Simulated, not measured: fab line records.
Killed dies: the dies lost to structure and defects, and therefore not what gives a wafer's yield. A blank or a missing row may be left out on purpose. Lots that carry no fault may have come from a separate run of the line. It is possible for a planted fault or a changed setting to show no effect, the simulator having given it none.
Which tool was responsible?    flow gf180mcu    13 lots with 39 wafers sampled at 4 steps, on a route of 602 steps

== WHAT THE GAUGES SHOWED, per wafer ==
GF_POLY_GATE_OVL_MEAS_11. Usual: POLY_GATE_OVL typically reads -1 nm, with standard deviation 5.4.
lot   measured      on          POLY_GATE_OVL (nm)  flag
L476  day 9 17:45   overlay-02  -1 0 2              
L477  day 9 20:24   overlay-02  2 0 3               
L479  day 10 11:57  overlay-02  -8 2 3              
L480  day 10 23:01  overlay-01  1 0 0               
L481  day 10 23:14  overlay-01  5 2 7               
L482  day 11 17:50  overlay-01  4 5 4               
L484  day 12 01:19  overlay-02  -4 -3 -3            
L486  day 12 11:07  overlay-01  -6 -7 -4            
L487  day 13 00:44  overlay-01  -4 -6 -9            
L488  day 13 08:21  overlay-02  0 6 11              
L496  day 15 14:37  overlay-02  -1 3 1              
L497  day 15 22:05  overlay-02  -3 -11 3            
L498  day 16 03:15  overlay-01  -11 -19 -10         

GF_HV_LDD_THK_MEAS_55. Usual: HV_LDD_CVD_54_THK typically reads 10.03 nm, with standard deviation 0.14.
lot   measured      on             HV_LDD_CVD_54_THK (nm)  flag
L476  day 13 02:28  film metro-01  10.12 10.08 10.14       
L477  day 13 04:58  film metro-04  10.09 10.06 10.15       
L479  day 13 21:08  film metro-04  9.92 10.08 9.99         
L480  day 14 10:10  film metro-01  10.20 10.24 10.13       
L481  day 14 13:09  film metro-04  10.09 10.12 10.05       
L482  day 15 09:07  film metro-03  9.95 9.84 9.88          
L484  day 15 16:35  film metro-01  10.27 10.10 10.22       
L486  day 16 05:07  film metro-04  3.50 3.50 3.48          OFF
L487  day 16 19:33  film metro-03  3.48 3.49 3.40          OFF
L488  day 17 02:50  film metro-03  3.48 3.49 3.50          OFF
L496  day 19 22:58  film metro-04  9.99 9.95 10.04         
L497  day 20 02:24  film metro-03  9.82 9.88 9.87          
L498  day 20 08:46  film metro-03  10.01 10.07 10.00       

== TOOL THAT RAN EACH LOT (tool first, then ch and the chambers of the sampled wafers, then the start) ==
lot   GF_VT_IMPLANT_STRIP_20                GF_HV_LDD_CVD_54
L476  plasma asher-03 ch 0,1, day 6 15:07   lpcvd-02 ch 0, day 13 01:26
L477  plasma asher-03 ch 0,1, day 6 19:01   lpcvd-02 ch 0, day 13 03:56
L479  plasma asher-04 ch 0,1, day 7 09:52   lpcvd-01 ch 0, day 13 20:07
L480  plasma asher-03 ch 0,1, day 7 15:47   lpcvd-02 ch 1, day 14 09:07
L481  plasma asher-03 ch 0,1, day 7 19:49   lpcvd-02 ch 1, day 14 12:08
L482  plasma asher-04 ch 0,1, day 8 10:25   lpcvd-01 ch 1, day 15 08:05
L484  plasma asher-01 ch 0,1, day 8 18:45   lpcvd-02 ch 0, day 15 15:32
L486  plasma asher-01 ch 0,1, day 9 04:18   lpcvd-02 ch 1, day 16 03:34
L487  plasma asher-03 ch 0,1, day 9 15:55   lpcvd-02 ch 1, day 16 18:32
L488  plasma asher-03 ch 0,1, day 9 20:28   lpcvd-02 ch 1, day 17 01:49
L496  plasma asher-03 ch 0, day 11 22:28    lpcvd-02 ch 1, day 19 21:56
L497  plasma asher-04 ch 0,1, day 12 05:19  lpcvd-02 ch 0, day 20 01:22
L498  plasma asher-03 ch 0,1, day 12 10:34  lpcvd-02 ch 1, day 20 07:44
- GF_VT_IMPLANT_STRIP_20: strips in O2/N2.
- GF_HV_LDD_CVD_54: deposits SiO2 from TEOS, target thk 10 nm, time 75 s.

== AS READ BY THE TOOLS THEMSELVES (means over the sampled wafers that have a number; for cases with no such wafer, the mark the record gives instead) ==
GF_VT_IMPLANT_STRIP_20. Usual: drypump motor current A 6.0 A, standard deviation 0.53; heater power w 350 W, standard deviation 34; oes product au 0.716 a.u., standard deviation 0.0046; strip time to endpoint s 12.63 s, standard deviation 0.031.
lot   tool             drypump motor current A (A)  heater power w (W)  oes product au (a.u.)  strip time to endpoint s (s)  flag
L476  plasma asher-03  6.4                          371                 0.716                  12.64                         
L477  plasma asher-03  6.4                          348                 0.717                  12.62                         
L479  plasma asher-04  5.2                          301                 0.715                  12.68                         
L480  plasma asher-03  6.4                          362                 0.720                  12.62                         
L481  plasma asher-03  6.4                          367                 0.716                  12.62                         
L482  plasma asher-04  5.1                          317                 0.713                  12.65                         
L484  plasma asher-01  5.7                          373                 0.714                  12.68                         
L486  plasma asher-01  5.8                          372                 0.719                  12.63                         
L487  plasma asher-03  6.4                          360                 0.715                  12.66                         
L488  plasma asher-03  6.4                          346                 0.715                  12.60                         
L496  plasma asher-03  6.4                          389                 0.718                  12.63                         
L497  plasma asher-04  5.2                          303                 0.712                  12.65                         
L498  plasma asher-03  6.4                          345                 0.716                  12.64                         

GF_HV_LDD_CVD_54. Usual: spike tc centre C at 679.9 C, with a standard deviation of 1.3.
lot   tool      spike tc centre C (C)  flag
L476  lpcvd-02  680.9                  
L477  lpcvd-02  681.0                  
L479  lpcvd-01  679.9                  
L480  lpcvd-02  679.4                  
L481  lpcvd-02  680.0                  
L482  lpcvd-01  679.2                  
L484  lpcvd-02  681.0                  
L486  lpcvd-02  679.5                  
L487  lpcvd-02  679.8                  
L488  lpcvd-02  679.0                  
L496  lpcvd-02  677.7                  
L497  lpcvd-02  680.5                  
L498  lpcvd-02  678.4                  

== THE ANSWER, worked out from the rows above alone ==
Rule: lot off if the mean of its wafers having a number is beyond 3 standard deviations from the usual mean. Also off: a lot with no number at a reading for which 4 or more lots have one. Where the step has rows for the other lots, those lots are counted as sound. The gauges are gone through in route order, then the tools' own readings, and for those a lot's mean is taken as printed above. At the first step where some lot is off, the reading lying furthest off is the one used; lots without a number count as furthest.
Off: L486, L487, L488, at GF_HV_LDD_THK_MEAS_55 (HV_LDD_CVD_54_THK).
A tool fits if, at a process step before that reading, it ran every lot that is off, and no sound lot after the first of them. Those tools and the gauges at GF_HV_LDD_THK_MEAS_55 are tried in the same way. None of those tried fits.

== WHAT THE SIMULATOR PUT IN ==
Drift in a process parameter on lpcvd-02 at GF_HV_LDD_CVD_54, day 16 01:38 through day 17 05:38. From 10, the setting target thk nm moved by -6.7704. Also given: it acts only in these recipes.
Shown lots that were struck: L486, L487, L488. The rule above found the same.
